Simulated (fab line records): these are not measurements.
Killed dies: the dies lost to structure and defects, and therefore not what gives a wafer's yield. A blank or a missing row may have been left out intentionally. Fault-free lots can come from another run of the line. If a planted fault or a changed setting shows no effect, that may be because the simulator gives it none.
Struck lot and sound lot, side by side / flow gf180mcu / 14 out of 602 route steps
Sound: these wafers, L520.1, L520.3, L520.5. Struck: wafers L529.3, L529.4, L529.5. The cause comes at the end.
Order at every step that has rows: each side's tool, ch and its chambers, its first start. Under that, the readings that differ: sound wafers / struck wafers / difference of the means / sigmas: that difference in standard deviations of wafers without a fault.
alike: words and numbers the same on both sides, and readings whose means are apart by under 2 such deviations; not compared: readings that were withheld, readings missing a value for some wafer, numbers with overlapping values and no deviation given by the record, and bounds like >300 which may hide the same value.
A row with sigmas, a row that says differs or no value, or rows on one side alone: a step with any of these is where the two part. When numbers do not overlap yet have no deviation, they are printed without sigmas and do not part them. A reading missing from all wafers of one side parts the sides only when that side holds two or more wafers.

first, 5 steps without rows for these wafers: GF_M5_COAT_02 (resist thk 1000 nm); GF_M5_SOFTBAKE_03 (time 60 s); GF_M5_EXPOSE_04 (exposes mask Metal5, target cd 280 nm); GF_M5_PEB_05 (peb time 90 s); GF_M5_DEVELOP_06 (develop time 60 s).
GF_M5_CD_MEAS_07: target cd 280 nm.
  struck on cd_sem-01, day 29 06:32; sound on cd_sem-01, day 26 18:13
  alike: cd_nm
GF_M5_OVL_MEAS_08:
  struck on overlay-01, day 29 06:37; sound on overlay-01, day 26 18:20
  alike: M5_OVL
GF_M5_ETCH_09: etches Si3N4 in CF4/O2, target depth 52 nm, time 11.6 s.
  sound on rie_diel-02 ch 1,2,3, day 26 18:22; struck on rie_diel-04 ch 0,1,3, day 29 06:38
  alike: O2_flow_sccm, drypump_motor_current_A, oes_product_au, throttle_valve_pct
  not compared: rf_hours_counter_h
GF_M5_METAL_ETCH_10: etches the open film in Cl2/BCl3, stops on SiO2, target depth 627.5 nm, time 104.6 s.
  sound on rie_metal-03 ch 0,1, day 26 18:23; struck on rie_metal-01 ch 0,1, day 29 06:43
  alike: bcl3_flow_sccm, drypump_motor_current_A, oes_product_au, throttle_valve_pct
  not compared: rf_hours_counter_h
GF_M5_STRIP_11: strips in O2/N2.
  sound on plasma_asher-04 ch 1, day 26 18:30; struck on plasma_asher-01 ch 0,1, day 29 06:49
reading=heater_power_w (W); sound=275 284 285; struck=324 333 328; difference=+47; sigmas=+3
reading=oes_product_au (a.u.); sound=0.545 0.556 0.549; struck=0.536 0.539 0.541; difference=-0.011; sigmas=-2
  alike: drypump_motor_current_A, strip_time_to_endpoint_s
  not compared: rf_hours_counter_h
then, 2 steps without rows for these wafers: GF_M5_STRIP_12 (strips in post etch residue remover, time 1200 s); GF_M5_CLEAN_13 (cleans in DIW).
GF_V5_CVD_00: deposits SiO2, target thk 300 nm, time 50 s.
  sound on hdpcvd-01 ch 1,2, day 26 19:02; struck on hdpcvd-01 ch 0,1,2, day 29 07:21
  no value came back on the struck wafers for pressure_mtorr (mTorr), run_length_s (s); on the sound wafers pressure_mtorr (mTorr) reads 5.981 5.974 5.977
GF_V5_CVD_02: deposits SiO2 from TEOS, target thk 1450 nm, time 163.28 s.
  sound on pecvd-04 ch 0,2, day 26 19:08; struck on pecvd-04 ch 0,1,2, day 29 07:28
  alike: heater_power_outer_w, heater_power_w

WHERE THEY PART
First at GF_M5_STRIP_11; last, within this record, at GF_V5_CVD_00. Later steps at which nothing parts them and some readings are alike: GF_V5_CVD_02.

WHY: what the simulator had put in
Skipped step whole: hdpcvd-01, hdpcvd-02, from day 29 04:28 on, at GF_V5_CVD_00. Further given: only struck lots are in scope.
